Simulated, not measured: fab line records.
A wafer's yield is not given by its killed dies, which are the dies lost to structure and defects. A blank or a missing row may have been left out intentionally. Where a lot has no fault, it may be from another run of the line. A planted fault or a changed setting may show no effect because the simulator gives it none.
fab line records	flow gf180mcu
[record] lots = 24	wafers = 72	last-day = 34
route steps=602 shown V1@353 M2@364 V3@431 M4@460
lots untouched by any fault: they come from a run of this same line in which no faults occurred
start-h: start of the lot's first displayed wafer, in hours after the record's first day	wait-h: hours elapsed since this lot's preceding step	" repeats the value in the row above	L1.1+2: several wafers, shown together as one row	- either no value or no given start	* or withheld: withheld	< > ~ a bound
route shown NAME@n: names a module that has steps shown in the file, with the first one's number in the route	usual: mean/standard deviation taken from wafers without a fault	same: alike in all rows	chamber/n: place in a boat	sites: readings site by site	_std_site: how widely they spread, as a standard deviation	_edge_site: inner sites' mean taken away from outer sites' mean	radius-mm: how far each site lies from the wafer's centre	mask NAME#n: copy n	behind: the last tool/chamber to shape the wafer	hold: why the lot went on hold/how many hours it stayed there/how the hold came to an end	device: names the non-switching transistor (n, p or np)	end of line: the same wafers' tests at the end of the route	a step given without rows: its recipe and nothing more	killed: dies that structure and defects cost at the first sort, which is not the same as the wafer's yield	map: per-die view of a wafer (x killed, . not killed, _ where there is no die)
set.NAME: the setting the step ran with; set.NAME@STEP: the setting that earlier step ran with	model.NAME: the simulator's own value behind a step, which no gauge read
the route's steps for a sample of lots (tables are steps, rows are wafers)
services: a tool's chamber out of use, with start hour (start-h, from the record's first day; less than 0 if before it), hours out, and reason
[[steps]]
[step GF_V1_STRIP_18]
[recipe] chemistry = O2/N2	power-w = 1400	pressure-mtorr = 1500	platen-temp-c = 250	o2-flow-sccm = 3000	n2-flow-sccm = 300	overash-fraction = 0.5
[usual] drypump-motor-current-A = 5.7/0.48	heater-power-w = 323/35	oes-product-au = 0.592/0.0049
lot.wafer	tool	chamber	start-h	wait-h	drypump-motor-current-A	heater-power-w	oes-product-au	rf-hours-counter-h
L074.1	plasma-asher-04	0	410.11	-	6.5	390	0.599	78
L074.2	"	1	"	"	5.5	361	0.593	78
L074.6	"	1	"	"	5.5	358	0.592	-
L075.1	plasma-asher-03	0	418.40	-	5.4	355	0.597	30
L075.2	"	1	"	"	5.7	308	0.598	30
L075.4	"	0	"	"	5.4	360	0.591	-
L076.2	plasma-asher-01	0	425.48	-	5.0	268	0.598	80
L076.3	"	1	"	"	6.0	296	0.588	-
L076.4	"	0	"	"	5.0	271	0.595	-
L077.1	plasma-asher-01	1	438.40	-	6.0	300	0.591	81
L077.2	"	0	"	"	5.0	276	0.593	81
L077.3	"	1	"	"	6.1	316	0.594	-
L078.4	plasma-asher-01	0	457.73	-	5.0	275	0.587	-
L078.5	"	1	"	"	6.0	308	0.589	-
L078.6	"	0	"	"	5.0	275	0.591	-
L079.1	plasma-asher-01	1	464.36	-	6.0	303	0.589	84
L079.4	"	0	"	"	5.0	274	0.590	-
L079.5	"	0	"	"	5.0	270	0.594	-
L080.2	plasma-asher-01	1	472.18	-	6.1	306	0.584	85
L080.5	"	0	"	"	5.0	280	0.586	-
L080.6	"	1	"	"	6.1	310	0.590	-
L081.2	plasma-asher-04	1	478.78	-	5.5	329	0.597	5
L081.3	"	0	"	"	6.5	378	0.589	-
L081.4	"	1	"	"	5.5	330	0.605	-
L082.1	plasma-asher-03	0	488.42	-	5.4	360	0.594	39
L082.3	"	1	"	"	5.7	301	0.587	-
L082.6	"	0	"	"	5.5	365	0.606	-
L083.1	plasma-asher-03	0	504.49	-	5.4	364	0.586	40
L083.4	"	1	"	"	5.7	303	0.584	-
L083.5	"	0	"	"	5.4	358	0.596	-
L084.2	plasma-asher-04	1	513.49	-	5.5	333	0.589	8
L084.5	"	0	"	"	6.5	367	0.594	-
L084.6	"	1	"	"	5.5	340	0.597	-
L085.1	plasma-asher-03	1	520.44	-	5.7	307	0.596	42
L085.5	"	0	"	"	5.4	361	0.592	-
L085.6	"	1	"	"	5.7	313	0.588	-
L086.1	plasma-asher-01	1	528.18	-	6.0	306	0.589	90
L086.4	"	0	"	"	5.0	281	0.593	-
L086.5	"	0	"	"	5.0	278	0.596	-
L087.2	plasma-asher-04	0	533.71	-	6.5	369	0.589	10
L087.3	"	1	"	"	5.5	338	0.601	-
L087.4	"	0	"	"	6.5	367	0.599	-
L088.3	plasma-asher-03	1	534.46	-	5.7	306	0.594	-
L088.4	"	0	"	"	5.5	361	0.592	-
L088.6	"	1	"	"	5.7	310	0.598	-
L089.1	plasma-asher-03	1	548.81	-	5.7	298	0.589	45
L089.2	"	0	"	"	5.4	359	0.594	45
L089.6	"	1	"	"	5.7	307	0.597	-
L090.2	plasma-asher-01	0	553.37	-	5.0	268	0.587	93
L090.5	"	1	"	"	6.1	308	0.594	-
L090.6	"	0	"	"	5.0	266	0.588	-
L091.1	plasma-asher-03	0	562.27	-	5.4	358	0.583	47
L091.4	"	1	"	"	5.7	309	0.586	-
L091.5	"	1	"	"	5.7	310	0.593	-
L092.3	plasma-asher-04	1	568.86	-	5.5	337	0.596	-
L092.5	"	0	"	"	6.5	378	0.585	-
L092.6	"	1	"	"	5.5	329	0.598	-
L093.2	plasma-asher-01	1	573.85	-	6.0	309	0.592	95
L093.3	"	1	"	"	6.0	306	0.592	-
L093.5	"	0	"	"	5.0	274	0.589	-
L094.2	plasma-asher-01	1	580.49	-	6.1	307	0.591	96
L094.5	"	0	"	"	5.0	266	0.596	-
L094.6	"	1	"	"	6.0	305	0.590	-
L095.1	plasma-asher-04	1	590.00	-	5.5	331	0.603	16
L095.2	"	0	"	"	6.5	376	0.590	16
L095.3	"	1	"	"	5.5	327	0.583	-
L096.3	plasma-asher-03	0	594.99	-	5.4	361	0.590	-
L096.4	"	1	"	"	5.7	317	0.591	-
L096.6	"	0	"	"	5.4	354	0.592	-
L097.1	plasma-asher-04	0	605.89	-	6.5	383	0.590	18
L097.4	"	1	"	"	5.5	332	0.591	-
L097.6	"	1	"	"	5.5	342	0.590	-
[step GF_M2_SPUTTER_02]
[recipe] material = AlCu	target-thk-nm = 450	power-w = 10600	time-s = 23.9	chamber-pressure-pa = 0.4
[usual] chamber-pressure-pa = 0.4000/0.00094	throttle-valve-pct = 30.1/0.68
lot.wafer	tool	chamber	start-h	wait-h	chamber-pressure-pa	throttle-valve-pct
L074.1	pvd-sputter-03	-	411.64	0.0	0.4005	29.0
L074.2	"	-	"	"	0.4012	30.1
L074.6	"	-	"	"	0.4004	29.0
L075.1	pvd-sputter-04	-	419.76	0.0	0.4008	30.9
L075.2	"	-	"	"	0.4001	30.8
L075.4	"	-	"	"	0.4004	31.8
L076.2	pvd-sputter-03	-	426.83	0.0	0.4018	29.6
L076.3	"	-	"	"	0.4000	30.1
L076.4	"	-	"	"	0.4009	29.7
L077.1	pvd-sputter-03	-	439.75	0.0	0.4011	29.2
L077.2	"	-	"	"	0.4006	29.7
L077.3	"	-	"	"	0.4006	30.0
L078.4	pvd-sputter-03	-	459.09	0.0	0.3995	30.3
L078.5	"	-	"	"	0.4006	29.9
L078.6	"	-	"	"	0.4007	29.1
L079.1	pvd-sputter-03	-	465.71	0.0	0.3988	29.6
L079.4	"	-	"	"	0.4005	30.2
L079.5	"	-	"	"	0.3994	29.6
L080.2	pvd-sputter-03	-	473.53	0.0	0.4007	29.0
L080.5	"	-	"	"	0.4018	30.1
L080.6	"	-	"	"	0.4001	29.5
L081.2	pvd-sputter-03	-	480.13	0.0	0.3996	30.2
L081.3	"	-	"	"	0.4001	29.5
L081.4	"	-	"	"	0.3989	29.1
L082.1	pvd-sputter-03	-	489.77	0.0	0.4013	30.1
L082.3	"	-	"	"	0.3992	29.8
L082.6	"	-	"	"	0.3998	29.6
L083.1	pvd-sputter-01	-	505.86	0.0	0.4005	30.2
L083.4	"	-	"	"	0.4009	30.0
L083.5	"	-	"	"	0.3991	30.3
L084.2	pvd-sputter-03	-	514.88	0.0	0.3995	30.1
L084.5	"	-	"	"	0.4005	30.3
L084.6	"	-	"	"	0.3995	29.8
L085.1	pvd-sputter-01	-	522.26	0.0	0.4006	30.0
L085.5	"	-	"	"	0.3994	30.4
L085.6	"	-	"	"	0.4000	29.7
L086.1	pvd-sputter-04	-	529.84	0.0	0.3997	31.9
L086.4	"	-	"	"	0.3996	31.3
L086.5	"	-	"	"	0.3983	30.8
L087.2	pvd-sputter-04	-	535.06	0.0	0.4003	30.6
L087.3	"	-	"	"	0.3998	31.1
L087.4	"	-	"	"	0.4002	32.0
L088.3	pvd-sputter-01	-	535.81	0.0	0.4009	29.8
L088.4	"	-	"	"	0.3999	30.5
L088.6	"	-	"	"	0.4009	30.3
L089.1	pvd-sputter-01	-	550.16	0.0	0.4013	29.8
L089.2	"	-	"	"	0.4004	29.7
L089.6	"	-	"	"	0.4010	29.8
L090.2	pvd-sputter-01	-	554.73	0.0	0.4003	29.7
L090.5	"	-	"	"	0.3986	30.5
L090.6	"	-	"	"	0.4022	29.8
L091.1	pvd-sputter-04	-	563.97	0.0	0.3991	30.4
L091.4	"	-	"	"	0.4003	30.9
L091.5	"	-	"	"	0.3994	30.7
L092.3	pvd-sputter-04	-	570.18	0.0	0.4007	30.7
L092.5	"	-	"	"	0.3982	31.0
L092.6	"	-	"	"	0.3975	30.7
L093.2	pvd-sputter-03	-	575.21	0.0	0.3998	29.4
L093.3	"	-	"	"	0.3994	29.5
L093.5	"	-	"	"	0.3996	29.4
L094.2	pvd-sputter-01	-	581.85	0.0	0.4007	30.5
L094.5	"	-	"	"	0.3997	29.6
L094.6	"	-	"	"	0.3998	30.3
L095.1	pvd-sputter-01	-	591.37	0.0	0.4010	29.6
L095.2	"	-	"	"	0.4005	29.7
L095.3	"	-	"	"	0.3982	30.4
L096.3	pvd-sputter-03	-	596.40	0.0	0.3988	29.5
L096.4	"	-	"	"	0.4001	29.7
L096.6	"	-	"	"	0.3992	30.2
L097.1	pvd-sputter-03	-	607.25	0.0	0.4002	30.3
L097.4	"	-	"	"	0.4009	29.7
L097.6	"	-	"	"	0.4012	30.0
[step GF_M2_STRIP_17]
[recipe] chemistry = O2/N2	power-w = 1400	pressure-mtorr = 1500	platen-temp-c = 250	o2-flow-sccm = 3000	n2-flow-sccm = 300	overash-fraction = 0.5
[usual] drypump-motor-current-A = 5.7/0.52	heater-power-w = 342/32	oes-product-au = 0.558/0.0052	strip-time-to-endpoint-s = 7.89/0.043
lot.wafer	tool	chamber	start-h	wait-h	drypump-motor-current-A	heater-power-w	oes-product-au	rf-hours-counter-h	strip-time-to-endpoint-s
L074.1	plasma-asher-04	1	436.04	0.1	5.5	329	0.560	0	7.91
L074.2	"	0	"	"	6.5	368	0.558	0	7.94
L074.6	"	1	"	"	5.5	326	0.565	-	7.93
L075.1	plasma-asher-01	0	444.34	0.1	5.0	267	0.557	82	7.93
L075.2	"	1	"	"	6.0	310	0.556	82	7.89
L075.4	"	0	"	"	5.0	270	0.565	-	7.95
L076.2	plasma-asher-02	1	451.66	0.1	5.2	352	0.562	67	7.87
L076.3	"	1	"	"	5.3	362	0.557	-	7.95
L076.4	"	0	"	"	5.6	372	0.561	-	7.90
L077.1	plasma-asher-04	1	463.99	0.1	5.5	326	0.555	4	7.80
L077.2	"	0	"	"	6.5	368	0.560	4	7.86
L077.3	"	1	"	"	5.5	334	0.549	-	7.87
L078.4	plasma-asher-04	1	483.89	0.1	5.5	326	0.567	-	7.87
L078.5	"	0	"	"	6.5	372	0.556	-	7.89
L078.6	"	1	"	"	5.5	330	0.558	-	7.86
L079.1	plasma-asher-02	1	490.25	0.2	5.2	362	0.561	71	7.90
L079.4	"	1	"	"	5.2	368	0.554	-	7.90
L079.5	"	1	"	"	5.2	365	0.568	-	7.92
L080.2	plasma-asher-04	0	497.11	0.1	6.5	364	0.562	7	7.95
L080.5	"	1	"	"	5.5	335	0.554	-	7.93
L080.6	"	0	"	"	6.5	372	0.559	-	7.93
L081.2	plasma-asher-01	0	504.46	0.1	5.0	280	0.565	88	7.81
L081.3	"	0	"	"	5.0	280	0.555	-	7.85
L081.4	"	1	"	"	6.0	303	0.550	-	7.83
L082.1	plasma-asher-04	0	513.29	0.1	6.5	367	0.559	8	7.95
L082.3	"	1	"	"	5.5	328	0.558	-	7.92
L082.6	"	0	"	"	6.5	376	0.555	-	7.88
L083.1	plasma-asher-02	1	529.44	0.1	5.3	356	0.559	75	7.84
L083.4	"	1	"	"	5.3	360	0.564	-	7.84
L083.5	"	1	"	"	5.3	355	0.553	-	7.84
L084.2	plasma-asher-01	1	538.14	0.1	6.0	306	0.559	91	7.89
L084.5	"	0	"	"	5.0	273	0.552	-	7.87
L084.6	"	1	"	"	6.0	306	0.555	-	7.92
L085.1	plasma-asher-01	1	545.54	0.1	6.1	305	0.557	92	7.89
L085.5	"	0	"	"	5.0	268	0.564	-	7.93
L085.6	"	1	"	"	6.1	302	0.557	-	7.89
L086.1	plasma-asher-02	0	552.36	0.1	5.6	361	0.557	78	7.95
L086.4	"	0	"	"	5.6	368	0.557	-	7.92
L086.5	"	0	"	"	5.5	362	0.557	-	7.91
L087.2	plasma-asher-04	1	557.64	0.1	5.5	340	0.549	13	7.91
L087.3	"	1	"	"	5.5	328	0.552	-	7.91
L087.4	"	0	"	"	6.5	374	0.555	-	7.96
L088.3	plasma-asher-02	1	558.19	0.1	5.2	359	0.561	-	7.80
L088.4	"	0	"	"	5.5	367	0.555	-	7.89
L088.6	"	0	"	"	5.5	365	0.557	-	7.88
L089.1	plasma-asher-04	0	572.44	0.1	6.5	376	0.558	14	7.92
L089.2	"	1	"	"	5.5	331	0.555	14	7.92
L089.6	"	1	"	"	5.5	323	0.557	-	7.90
L090.2	plasma-asher-04	1	576.94	0.1	5.5	328	0.560	15	7.93
L090.5	"	1	"	"	5.5	328	0.559	-	7.89
L090.6	"	0	"	"	6.5	364	0.563	-	7.85
L091.1	plasma-asher-02	1	585.94	0.1	5.3	356	0.556	82	7.91
L091.4	"	1	"	"	5.3	367	0.558	-	7.90
L091.5	"	1	"	"	5.3	366	0.564	-	7.91
L092.3	plasma-asher-04	0	591.47	0.1	6.5	376	0.560	-	7.89
L092.5	"	0	"	"	6.5	376	0.560	-	7.86
L092.6	"	1	"	"	5.5	326	0.557	-	7.84
L093.2	plasma-asher-04	0	595.94	0.1	6.5	370	0.558	17	7.83
L093.3	"	1	"	"	5.5	334	0.563	-	7.88
L093.5	"	1	"	"	5.5	326	0.546	-	7.80
L094.2	plasma-asher-04	0	602.86	0.1	6.5	380	0.561	17	7.90
L094.5	"	0	"	"	6.5	374	0.565	-	7.93
L094.6	"	1	"	"	5.5	335	0.565	-	7.89
L095.1	plasma-asher-04	0	612.69	0.1	6.5	362	0.548	18	7.81
L095.2	"	1	"	"	5.5	341	0.568	18	7.94
L095.3	"	0	"	"	6.5	364	0.552	-	7.84
L096.3	plasma-asher-01	0	617.17	0.1	5.0	274	0.564	-	7.94
L096.4	"	1	"	"	6.0	300	0.546	-	7.79
L096.6	"	1	"	"	6.0	312	0.556	-	7.79
L097.1	plasma-asher-02	1	628.46	0.1	5.2	364	0.566	86	7.90
L097.4	"	0	"	"	5.6	373	0.554	-	7.90
L097.6	"	1	"	"	5.2	361	0.555	-	7.89
[step GF_V3_CVD_02]
[recipe] material = SiO2	target-thk-nm = 850	precursor = TEOS	temp-c = 400	time-s = 94.851	rf-w = 600
[usual] heater-power-w = 625/100	susceptor-temp-C = 399.98/0.23
lot.wafer	tool	chamber	start-h	wait-h	heater-power-w	susceptor-temp-C
L074.1	pecvd-04	0	488.31	0.1	640	399.70
L074.2	"	1	"	"	688	400.47
L074.6	"	1	"	"	576	400.16
L075.1	pecvd-01	2	496.91	0.1	883	399.68
L075.2	"	1	"	"	583	400.13
L075.4	"	2	"	"	721	399.81
L076.2	pecvd-03	0	503.18	0.0	676	400.22
L076.3	"	2	"	"	617	399.93
L076.4	"	2	"	"	496	400.32
L077.1	pecvd-04	2	515.53	0.1	719	399.74
L077.2	"	0	"	"	583	400.09
L077.3	"	1	"	"	653	399.82
L078.4	pecvd-04	2	533.75	0.1	670	400.15
L078.5	"	1	"	"	556	400.13
L078.6	"	0	"	"	607	400.18
L079.1	pecvd-03	2	540.50	0.1	584	399.91
L079.4	"	1	"	"	471	400.01
L079.5	"	0	"	"	655	399.95
L080.2	pecvd-03	1	547.22	0.0	585	400.10
L080.5	"	1	"	"	606	399.85
L080.6	"	2	"	"	620	400.04
L081.2	pecvd-03	2	554.57	0.0	595	399.73
L081.3	"	0	"	"	579	399.55
L081.4	"	0	"	"	651	399.69
L082.1	pecvd-03	2	562.29	0.1	548	399.60
L082.3	"	1	"	"	463	400.19
L082.6	"	1	"	"	529	400.48
L083.1	pecvd-01	0	577.84	0.1	649	399.88
L083.4	"	0	"	"	520	399.89
L083.5	"	1	"	"	581	400.36
L084.2	pecvd-03	0	586.25	0.0	678	400.01
L084.5	"	1	"	"	598	399.71
L084.6	"	0	"	"	673	399.96
L085.1	pecvd-03	2	592.49	0.1	536	400.08
L085.5	"	2	"	"	584	399.78
L085.6	"	1	"	"	603	400.11
L086.1	pecvd-01	1	601.21	0.1	526	400.12
L086.4	"	0	"	"	521	399.60
L086.5	"	1	"	"	568	399.77
L087.2	pecvd-01	2	604.60	0.0	728	399.91
L087.3	"	0	"	"	588	400.11
L087.4	"	0	"	"	619	399.73
L088.3	pecvd-03	0	604.82	0.0	593	399.93
L088.4	"	1	"	"	561	400.45
L088.6	"	0	"	"	602	400.20
L089.1	pecvd-04	0	617.99	0.1	680	399.98
L089.2	"	1	"	"	666	400.26
L089.6	"	1	"	"	710	399.79
L090.2	pecvd-01	0	622.23	0.0	583	400.04
L090.5	"	1	"	"	532	399.87
L090.6	"	0	"	"	624	400.02
L091.1	pecvd-01	2	631.14	0.1	902	399.59
L091.4	"	2	"	"	713	399.78
L091.5	"	0	"	"	616	399.95
L092.3	pecvd-01	2	636.36	0.0	845	399.88
L092.5	"	0	"	"	622	399.60
L092.6	"	1	"	"	471	399.58
L093.2	pecvd-03	0	640.93	0.0	668	400.14
L093.3	"	1	"	"	541	399.98
L093.5	"	1	"	"	565	399.90
L094.2	pecvd-03	0	647.06	0.0	668	399.94
L094.5	"	1	"	"	558	400.19
L094.6	"	0	"	"	675	399.88
L095.1	pecvd-01	0	656.92	0.1	655	399.96
L095.2	"	2	"	"	902	400.19
L095.3	"	1	"	"	557	399.99
L096.3	pecvd-01	1	661.12	0.0	502	400.18
L096.4	"	0	"	"	526	400.03
L096.6	"	1	"	"	565	400.07
L097.1	pecvd-01	0	671.09	0.1	662	400.47
L097.4	"	2	"	"	742	399.91
L097.6	"	0	"	"	523	400.15
[step GF_V3_CVD_23]
[recipe] material = W	target-thk-nm = 350	time-s = 104.9	temp-c = 400	pressure-torr = 40
[usual] chamber-pressure-Torr = 40.01/0.085	heater-power-w = 970/110	susceptor-temp-C = 400.01/0.22
lot.wafer	tool	chamber	start-h	wait-h	chamber-pressure-Torr	heater-power-w	susceptor-temp-C
L074.1	cvd-w-01	0	513.61	0.0	39.99	841	400.45
L074.2	"	1	"	"	40.00	936	399.98
L074.6	"	0	"	"	40.17	839	400.15
L075.1	cvd-w-01	0	521.79	0.0	40.01	851	399.91
L075.2	"	0	"	"	39.92	827	400.03
L075.4	"	0	"	"	40.03	845	399.69
L076.2	cvd-w-02	1	528.38	0.0	40.09	1147	400.14
L076.3	"	0	"	"	39.97	925	400.29
L076.4	"	1	"	"	40.06	1150	399.91
L077.1	cvd-w-01	0	539.64	0.0	39.86	842	400.42
L077.2	"	1	"	"	40.01	908	399.93
L077.3	"	0	"	"	39.92	841	400.14
L078.4	cvd-w-02	0	556.73	0.1	39.98	930	399.92
L078.5	"	1	"	"	39.98	1150	399.81
L078.6	"	0	"	"	40.00	953	399.94
L079.1	cvd-w-02	0	564.20	0.0	40.06	923	399.79
L079.4	"	1	"	"	40.15	1159	399.84
L079.5	"	1	"	"	39.99	1143	400.17
L080.2	cvd-w-02	0	571.14	0.0	39.99	950	399.65
L080.5	"	0	"	"	39.99	933	399.55
L080.6	"	1	"	"	40.14	1164	400.00
L081.2	cvd-w-01	0	578.29	0.0	39.99	878	399.90
L081.3	"	1	"	"	40.09	929	399.96
L081.4	"	0	"	"	40.05	835	399.93
L082.1	cvd-w-02	0	585.29	0.0	40.11	937	400.18
L082.3	"	0	"	"	40.17	933	399.86
L082.6	"	0	"	"	39.97	948	400.09
L083.1	cvd-w-02	1	600.27	0.0	39.85	1177	400.04
L083.4	"	1	"	"	40.01	1147	400.15
L083.5	"	1	"	"	40.03	1136	400.03
L084.2	cvd-w-02	0	608.79	0.0	40.06	936	400.00
L084.5	"	0	"	"	39.94	939	400.03
L084.6	"	1	"	"	39.94	1136	400.13
L085.1	cvd-w-02	0	615.57	0.0	40.04	934	399.81
L085.5	"	1	"	"	40.01	1141	399.83
L085.6	"	0	"	"	39.96	939	400.14
L086.1	cvd-w-01	0	623.82	0.0	39.94	849	399.99
L086.4	"	0	"	"	40.05	857	400.26
L086.5	"	1	"	"	39.95	946	400.24
L087.2	cvd-w-01	0	625.98	0.0	39.92	869	400.37
L087.3	"	1	"	"	40.04	939	400.14
L087.4	"	0	"	"	40.03	847	400.41
L088.3	cvd-w-01	0	626.71	0.1	40.01	833	399.47
L088.4	"	1	"	"	40.03	956	399.98
L088.6	"	1	"	"	40.05	940	400.18
L089.1	cvd-w-02	1	639.06	0.0	39.95	1151	399.76
L089.2	"	0	"	"	40.23	931	400.24
L089.6	"	0	"	"	40.22	969	400.21
L090.2	cvd-w-01	1	643.64	0.0	40.03	918	399.90
L090.5	"	1	"	"	40.01	962	400.48
L090.6	"	0	"	"	40.07	859	399.88
L091.1	cvd-w-01	0	652.98	0.0	39.87	860	400.39
L091.4	"	0	"	"	39.96	873	400.42
L091.5	"	0	"	"	39.98	864	400.01
L092.3	cvd-w-01	1	657.89	0.1	39.96	946	399.86
L092.5	"	1	"	"	40.14	937	399.84
L092.6	"	0	"	"	40.00	877	400.03
L093.2	cvd-w-01	0	662.01	0.0	39.97	880	399.75
L093.3	"	1	"	"	39.84	933	399.73
L093.5	"	1	"	"	40.03	917	399.81
L094.2	cvd-w-02	0	668.13	0.0	40.02	961	399.67
L094.5	"	1	"	"	39.90	1145	400.13
L094.6	"	0	"	"	40.01	945	399.82
L095.1	cvd-w-02	0	677.44	0.0	40.01	963	399.61
L095.2	"	1	"	"	40.00	1160	399.45
L095.3	"	1	"	"	39.93	1131	399.65
L096.3	cvd-w-01	0	680.99	0.1	39.99	859	399.96
L096.4	"	1	"	"	39.97	954	400.04
L096.6	"	1	"	"	40.11	941	399.95
L097.1	cvd-w-02	1	691.33	0.0	40.23	1143	400.06
L097.4	"	1	"	"	40.22	1138	400.06
L097.6	"	1	"	"	40.12	1167	399.79
[step GF_M4_SPUTTER_04]
[recipe] material = TiN	target-thk-nm = 50	power-w = 6500	time-s = 41.7	chamber-pressure-pa = 0.4
[usual] chamber-pressure-pa = 0.4000/0.00082	throttle-valve-pct = 30.5/0.77
lot.wafer	tool	chamber	start-h	wait-h	chamber-pressure-pa	throttle-valve-pct
L074.1	pvd-sputter-04	-	514.41	0.0	0.3996	31.0
L074.2	"	-	"	"	0.4004	30.8
L074.6	"	-	"	"	0.3996	30.4
L075.1	pvd-sputter-04	-	522.68	0.0	0.3998	30.5
L075.2	"	-	"	"	0.4009	30.9
L075.4	"	-	"	"	0.3994	32.1
L076.2	pvd-sputter-04	-	529.16	0.0	0.3978	30.5
L076.3	"	-	"	"	0.4005	30.8
L076.4	"	-	"	"	0.4004	30.9
L077.1	pvd-sputter-03	-	540.42	0.0	0.4016	30.3
L077.2	"	-	"	"	0.3997	29.2
L077.3	"	-	"	"	0.4006	29.6
L078.4	pvd-sputter-04	-	557.47	0.0	0.4008	31.0
L078.5	"	-	"	"	0.4000	30.9
L078.6	"	-	"	"	0.4019	31.1
L079.1	pvd-sputter-01	-	564.97	0.0	0.3993	29.8
L079.4	"	-	"	"	0.3991	30.1
L079.5	"	-	"	"	0.3992	29.8
L080.2	pvd-sputter-03	-	571.91	0.0	0.3996	29.2
L080.5	"	-	"	"	0.3983	29.8
L080.6	"	-	"	"	0.3992	29.2
L081.2	pvd-sputter-01	-	579.41	0.0	0.3990	29.6
L081.3	"	-	"	"	0.3996	30.3
L081.4	"	-	"	"	0.4013	30.2
L082.1	pvd-sputter-04	-	586.06	0.0	0.4014	31.0
L082.3	"	-	"	"	0.4009	32.1
L082.6	"	-	"	"	0.4009	30.8
L083.1	pvd-sputter-03	-	601.04	0.0	0.3993	30.3
L083.4	"	-	"	"	0.4011	29.7
L083.5	"	-	"	"	0.3994	29.0
L084.2	pvd-sputter-04	-	609.56	0.0	0.3993	31.0
L084.5	"	-	"	"	0.4008	31.1
L084.6	"	-	"	"	0.3988	30.9
L085.1	pvd-sputter-04	-	616.34	0.0	0.3992	30.9
L085.5	"	-	"	"	0.3999	30.4
L085.6	"	-	"	"	0.3993	31.6
L086.1	pvd-sputter-01	-	624.59	0.0	0.3996	30.1
L086.4	"	-	"	"	0.4002	30.0
L086.5	"	-	"	"	0.4000	30.2
L087.2	pvd-sputter-01	-	626.75	0.0	0.4005	30.8
L087.3	"	-	"	"	0.4012	30.2
L087.4	"	-	"	"	0.3988	29.7
L088.3	pvd-sputter-03	-	627.45	0.0	0.3991	29.0
L088.4	"	-	"	"	0.3994	29.8
L088.6	"	-	"	"	0.3991	30.2
L089.1	pvd-sputter-04	-	639.83	0.0	0.3980	30.8
L089.2	"	-	"	"	0.3992	31.9
L089.6	"	-	"	"	0.4000	30.7
L090.2	pvd-sputter-03	-	644.41	0.0	0.4002	29.2
L090.5	"	-	"	"	0.3994	30.3
L090.6	"	-	"	"	0.4003	29.1
L091.1	pvd-sputter-01	-	653.75	0.0	0.4013	30.3
L091.4	"	-	"	"	0.4004	30.0
L091.5	"	-	"	"	0.4002	29.8
L092.3	pvd-sputter-03	-	658.63	0.0	0.4001	29.8
L092.5	"	-	"	"	0.4005	29.1
L092.6	"	-	"	"	0.3994	30.3
L093.2	pvd-sputter-04	-	662.78	0.0	0.3995	32.2
L093.3	"	-	"	"	0.4003	31.2
L093.5	"	-	"	"	0.3993	30.5
L094.2	pvd-sputter-04	-	668.90	0.0	0.4006	30.8
L094.5	"	-	"	"	0.4004	31.0
L094.6	"	-	"	"	0.3993	31.8
L095.1	pvd-sputter-01	-	678.21	0.0	0.3992	29.8
L095.2	"	-	"	"	0.4008	30.5
L095.3	"	-	"	"	0.3999	30.0
L096.3	pvd-sputter-04	-	681.73	0.0	0.4006	30.7
L096.4	"	-	"	"	0.3997	31.1
L096.6	"	-	"	"	0.3996	32.1
L097.1	pvd-sputter-04	-	692.10	0.0	0.3992	31.1
L097.4	"	-	"	"	0.3983	30.8
L097.6	"	-	"	"	0.4001	30.9
[[services]]
tool	chamber	start-h	hours	kind
cvd-w-02	-	390.00	14.0	pm
pvd-sputter-04	-	392.12	0.5	repair
plasma-asher-04	-	421.25	9.0	pm
pvd-sputter-03	-	446.09	1.4	repair
pvd-sputter-03	-	468.45	3.9	repair
cvd-w-01	0	474.74	3.2	repair
plasma-asher-04	-	499.36	1.5	repair
cvd-w-02	-	505.60	17.2	repair
cvd-w-01	1	520.93	1.8	repair
pvd-sputter-01	-	526.01	9.5	repair
pvd-sputter-04	-	549.83	3.3	repair
cvd-w-01	-	557.71	0.4	repair
plasma-asher-04	-	566.91	0.7	repair
cvd-w-01	-	570.83	1.1	repair
pvd-sputter-04	-	571.33	2.6	repair
plasma-asher-01	-	588.10	2.2	repair
pvd-sputter-01	-	597.20	0.5	repair
plasma-asher-04	-	609.89	2.0	repair
cvd-w-02	1	610.85	2.6	repair
plasma-asher-01	-	636.01	14.6	pm
pvd-sputter-04	-	650.03	1.9	repair
pvd-sputter-03	-	659.74	18.3	repair
plasma-asher-01	-	663.79	3.2	repair
pvd-sputter-03	-	685.37	5.2	repair
[[key]]
fault none
